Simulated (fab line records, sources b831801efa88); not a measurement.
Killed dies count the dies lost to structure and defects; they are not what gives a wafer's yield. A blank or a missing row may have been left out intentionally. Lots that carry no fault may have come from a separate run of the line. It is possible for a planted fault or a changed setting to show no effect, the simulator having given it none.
Shared-tool check -- flow sky130 -- Sampled: 15 lots, 45 wafers

== THE REASON FOR OPENING IT ==
Of 15 lots, 3 have the reading RES_XHIGH_TW flagged at SKY_RES_XHIGH_TW_MEAS_09. Fault-free wafers read 1655, with a standard deviation of 10.
Rule: a lot is flagged when every wafer of it that has a number lies more than 4 standard deviations from that mean, or none has a number. The other lots count as sound.

lot,measured,on,"RES_XHIGH_TW, wafer by wafer",flag
L589,day 26 20:23,film_metro-04,1649 1652 1640,
L590,day 27 06:28,film_metro-04,1649 1649 1647,
L592,day 27 23:34,film_metro-01,1660 1656 1653,
L595,day 29 07:55,film_metro-01,1671 1673 1674,
L596,day 30 04:05,film_metro-04,1652 1634 1638,
L599,day 31 03:25,film_metro-03,1649 1657 1652,
L601,day 31 15:07,film_metro-04,30 30 30,FLAGGED
L602,day 31 20:16,film_metro-01,30 30 30,FLAGGED
L603,day 32 01:26,film_metro-04,30 30 30,FLAGGED
L604,day 32 06:25,film_metro-01,1662 1673 1675,
L607,day 33 08:34,film_metro-03,1666 1666 1661,
L608,day 33 11:40,film_metro-01,1667 1657 1669,
L609,day 34 02:58,film_metro-01,1657 1663 1663,
L611,day 34 20:14,film_metro-04,1655 1646 1655,
L610,day 34 20:43,film_metro-04,1642 1640 1659,
On average the flagged lots read 30, which is -1625 against the usual, or -99 or more standard deviations.

== EACH LOT AND THE TOOL IT RAN ON ==
2 process steps preceding the reading are held in the record, out of 708 steps in the route. Every cell lists first the tool, next ch and the chambers used by the sampled wafers, and last the start.
lot,flag,SKY_POLY_GATE_ETCH_17,SKY_RES_XHIGH_DEVELOP_06
L589,,"rie_si-02 ch 0,1,3, day 16 16:24","litho_track-02 ch 0, day 26 19:59"
L590,,"rie_si-01 ch 0,2,3, day 17 03:01","litho_track-03 ch 0, day 27 06:05"
L592,,"rie_si-02 ch 0,1,2, day 17 16:33","litho_track-03 ch 0, day 27 23:10"
L595,,"rie_si-01 ch 0,2,3, day 19 07:13","litho_track-02 ch 0, day 29 07:31"
L596,,"rie_si-01 ch 0,1, day 19 23:28","litho_track-02 ch 0, day 30 03:41"
L599,,"rie_si-01 ch 0,2,3, day 21 01:40","litho_track-03 ch 0, day 31 03:01"
L601,FLAGGED,"rie_si-02 ch 1,3, day 21 15:04","litho_track-01, day 31 14:43"
L602,FLAGGED,"rie_si-01 ch 0,1,3, day 21 23:25","litho_track-03, day 31 19:52"
L603,FLAGGED,"rie_si-02 ch 0,1,3, day 22 05:19","litho_track-01, day 32 01:03"
L604,,"rie_si-01 ch 1,3, day 22 13:04","litho_track-03 ch 0, day 32 06:01"
L607,,"rie_si-02 ch 0,1,3, day 23 14:46","litho_track-01 ch 0, day 33 08:10"
L608,,"rie_si-01 ch 0,1,2, day 23 18:28","litho_track-03 ch 0, day 33 11:16"
L609,,"rie_si-01 ch 0,1, day 24 11:28","litho_track-03 ch 0, day 34 02:34"
L611,,"rie_si-01 ch 1,3, day 25 05:12","litho_track-01 ch 0, day 34 19:52"
L610,,"rie_si-02 ch 1,3, day 25 03:40","litho_track-03 ch 0, day 34 20:19"
What the steps here do:
- SKY_POLY_GATE_ETCH_17: etches poly-Si in HBr/Cl2, stops on SiO2, target depth 180 nm, time 70.5 s.
- SKY_RES_XHIGH_DEVELOP_06: develop time 60 s.
- SKY_RES_XHIGH_TW_MEAS_09

== FLAGGED AGAINST TOTAL, ONE TOOL AT A TIME (gauges that did the reading follow at the end) ==
step,tool,lots run,flagged,share of the flagged lots,sound lots run after its first flagged lot
SKY_POLY_GATE_ETCH_17,rie_si-01,9,1,some,"4 (L604,L608,L609,L611)"
SKY_POLY_GATE_ETCH_17,rie_si-02,6,2,some,"2 (L607,L610)"
SKY_RES_XHIGH_DEVELOP_06,litho_track-01,4,2,some,"2 (L607,L611)"
SKY_RES_XHIGH_DEVELOP_06,litho_track-02,3,0,none,-
SKY_RES_XHIGH_DEVELOP_06,litho_track-03,8,1,some,"4 (L604,L608,L609,L610)"
SKY_RES_XHIGH_TW_MEAS_09,film_metro-01,6,1,some,"3 (L604,L608,L609)"
SKY_RES_XHIGH_TW_MEAS_09,film_metro-03,2,0,none,-
SKY_RES_XHIGH_TW_MEAS_09,film_metro-04,7,2,some,"2 (L611,L610)"

== WHAT IS ALLOWED BY THE TABLE ==
No row of the table ran every flagged lot.

== WHAT HAD BEEN PUT IN BY THE SIMULATOR ==
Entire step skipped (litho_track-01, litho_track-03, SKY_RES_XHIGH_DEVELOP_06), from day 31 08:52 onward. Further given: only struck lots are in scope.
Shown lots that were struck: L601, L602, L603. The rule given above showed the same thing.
